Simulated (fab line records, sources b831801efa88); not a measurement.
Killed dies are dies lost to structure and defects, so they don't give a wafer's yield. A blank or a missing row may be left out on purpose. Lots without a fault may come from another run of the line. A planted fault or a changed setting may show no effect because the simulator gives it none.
Split-lot experiment | flow sky130 | 5 lots, 23 wafers read, on a route of 708 steps

THE SPLIT
At SKY_VT_ADJUST_HVTR_DEVELOP_06 (develop time 60 s), the setting dev_temp_c was moved away from the recipe's 23 C on 5 of the 23 wafers read, by -11.2% to +9.9%. The other wafers ran this setting at the recipe's value.

The file shows no step between the split and the reading.

THE READING
cd_nm, in nm, at SKY_VT_ADJUST_HVTR_CD_MEAS_07 (target cd 380 nm). Fault-free wafers of this fab line usually give 380.8 nm, standard deviation 3 nm.

wafer  | tool, chamber at the split | dev_temp_c as run, C | against the recipe | cd_nm, nm | against lot-mates on the recipe
L077.1 | litho_track-03, 0          | 23                   | recipe             | 382.0     | -
L077.4 | litho_track-03, 0          | 23                   | recipe             | 380.7     | -
L077.5 | litho_track-03, 0          | 23                   | recipe             | 382.2     | -
L079.1 | litho_track-02, 0          | 23                   | recipe             | 379.6     | -
L079.2 | litho_track-02, 0          | 23                   | recipe             | 378.8     | -
L079.4 | litho_track-02, 0          | 23                   | recipe             | 377.4     | -
L079.5 | litho_track-02, 0          | 23                   | recipe             | 376.3     | -
L079.6 | litho_track-02, 0          | 23                   | recipe             | 377.6     | -
L082.1 | litho_track-03, 0          | 23                   | recipe             | 384.5     | -
L082.2 | litho_track-03, 0          | 23                   | recipe             | 382.2     | -
L082.4 | litho_track-03, 0          | 23                   | recipe             | 383.6     | -
L082.5 | litho_track-03, 0          | 23                   | recipe             | 383.2     | -
L082.6 | litho_track-03, 0          | 23                   | recipe             | 384.1     | -
L083.1 | litho_track-02, 0          | 25.28                | +9.9%              | 375.3     | -6.6
L083.2 | litho_track-02, 0          | 25.28                | +9.9%              | 374.9     | -7.1
L083.3 | litho_track-02, 0          | 25.28                | +9.9%              | 374.1     | -7.8
L083.4 | litho_track-02, 0          | 23                   | recipe             | 381.0     | -
L083.6 | litho_track-02, 0          | 23                   | recipe             | 382.9     | -
L085.1 | litho_track-02, 0          | 23                   | recipe             | 380.5     | -
L085.2 | litho_track-02, 0          | 20.42                | -11.2%             | 387.0     | +6.4
L085.4 | litho_track-02, 0          | 23                   | recipe             | 382.1     | -
L085.5 | litho_track-02, 0          | 23                   | recipe             | 379.1     | -
L085.6 | litho_track-02, 0          | 20.42                | -11.2%             | 388.1     | +7.5

THE FIT
A straight line over all 23 wafers: cd_nm changes by -0.607 nm for each +1% of dev_temp_c; r = -0.82; the points scatter about the line by 2.2 nm.
The same after taking each lot's own level away (the mean of its wafers on the recipe; 23 wafers): -0.676 nm for each +1%; r = -0.96; scatter 0.97 nm.
On that fit, the largest move of dev_temp_c shifts the reading by 7.6 nm.
The lots' own levels span 377.94 to 383.52 nm, that is 1.9 times the standard deviation above.
So the lot-to-lot level changes the slope: the two fits differ.
Check: with one of the wafers moved furthest among these (-11.2%) left out of the fit, the line predicts +7.89 nm for it against its lot-mates. It came out at +6.43 nm against them.

OTHER SPLITS ON THESE WAFERS
These wafers also went through other splits before the reading. Each is held against what the fit with the lots' levels taken away leaves over:
other split on the same wafers           | wafers away from the commonest value | r with cd_nm (lot level and that fit taken away)
SKY_FIELD_ISO_EXPOSE_10 dose_mj          | 6                                    | -0.16
SKY_FIELD_ISO_ETCH_17 icp_w              | 9                                    | +0.07
SKY_FIELD_ISO_WET_ETCH_30 time_s         | 15                                   | +0.12
SKY_NWELL_OXIDATION_01 temp_c            | 15                                   | +0.12
SKY_NWELL_COAT_05 resist_thk_nm          | 9                                    | -0.02
SKY_NWELL_IMPLANT_12 energy_kev          | 7                                    | +0.20
SKY_NWELL_IMPLANT_24 energy_kev          | 8                                    | +0.10
SKY_VT_ADJUST_LVTN_STRIP_09 o2_flow_sccm | 7                                    | -0.11
SKY_VT_ADJUST_NCORE_COAT_02 spin_rpm     | 9                                    | +0.30

THE FILE'S OWN FIT
cd_nm changes by -0.671 nm for each +1% of dev_temp_c, r = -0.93.
